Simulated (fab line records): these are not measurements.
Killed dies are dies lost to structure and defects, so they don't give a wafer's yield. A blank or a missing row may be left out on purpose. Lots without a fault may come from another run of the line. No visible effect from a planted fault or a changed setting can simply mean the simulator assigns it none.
The tool behind it: which one? ; flow gf180mcu ; Sampling: 11 lots, 33 wafers, 3 of 602 route steps

== WHAT EACH GAUGE READ, for each wafer ==
GF_V3_OVL_MEAS_15.
lot;measured;on;V3_OVL (nm)
L437;day 23 04:52;overlay-01;-5 -1 5
L438;day 23 20:48;overlay-01;1 6 5
L439;day 23 21:36;overlay-01;-4 -4 -3
L445;day 25 17:53;overlay-01;5 10 3
L448;day 27 01:23;overlay-01;-1 0 4
L453;day 28 03:11;overlay-02;-6 -3 -12
L454;day 28 18:22;overlay-01;-5 5 -7
L456;day 29 00:29;overlay-01;2 3 -7
L457;day 29 09:42;overlay-01;4 -1 -4
L458;day 29 12:16;overlay-02;-5 4 -3
L459;day 29 17:53;overlay-01;0 -2 -9

== WHICH TOOL RAN EACH LOT (tool, then ch and the chambers of the sampled wafers, then the start) ==
lot;GF_M3_METAL_ETCH_16;GF_M3_STRIP_17
L437;rie-metal-01 ch 0,1, day 22 04:44;plasma-asher-04 ch 0,1, day 22 04:52
L438;rie-metal-03 ch 0,1, day 22 20:14;plasma-asher-02 ch 0,1, day 22 20:22
L439;rie-metal-03 ch 0, day 22 21:11;plasma-asher-03 ch 0,1, day 22 21:26
L445;rie-metal-01 ch 0,1, day 24 19:56;plasma-asher-03 ch 0,1, day 24 20:04
L448;rie-metal-01 ch 0,1, day 26 03:08;plasma-asher-04 ch 0,1, day 26 03:16
L453;rie-metal-01 ch 0,1, day 27 06:20;plasma-asher-03 ch 0,1, day 27 06:28
L454;rie-metal-01 ch 0,1, day 27 22:21;plasma-asher-04 ch 0,1, day 27 22:28
L456;rie-metal-04 ch 0,1, day 28 04:08;plasma-asher-03 ch 0,1, day 28 04:16
L457;rie-metal-04 ch 0,1, day 28 13:26;plasma-asher-04 ch 1, day 28 13:34
L458;rie-metal-03 ch 0,1, day 28 15:17;plasma-asher-02 ch 0,1, day 28 15:25
L459;rie-metal-04 ch 0,1, day 28 21:05;plasma-asher-04 ch 0,1, day 28 21:13
- GF_M3_METAL_ETCH_16: etches the open film in Cl2/BCl3, stops on SiO2, target depth 750.8 nm, time 125.1 s.
- GF_M3_STRIP_17: strips in O2/N2.

== THE ANSWER, worked out from the rows above alone ==
Rule: usual is defined by the lots themselves. Put in order of their means at a reading, lots are off if they are a third of the lots or fewer, leave a main group of 4 or more, and stand apart from it by a gap of 3 or more times the standard deviation of the main group's means; of several such gaps the widest counts. A main group is skipped when, at the precision printed for the reading in the tables above, its means are all equal. Also off: a lot with no number at a reading for which 4 or more lots have one. The other lots that the step has rows for count as sound.
None of the lots is off at any reading shown; this tells nothing.

== WHAT HAD BEEN PUT IN BY THE SIMULATOR ==
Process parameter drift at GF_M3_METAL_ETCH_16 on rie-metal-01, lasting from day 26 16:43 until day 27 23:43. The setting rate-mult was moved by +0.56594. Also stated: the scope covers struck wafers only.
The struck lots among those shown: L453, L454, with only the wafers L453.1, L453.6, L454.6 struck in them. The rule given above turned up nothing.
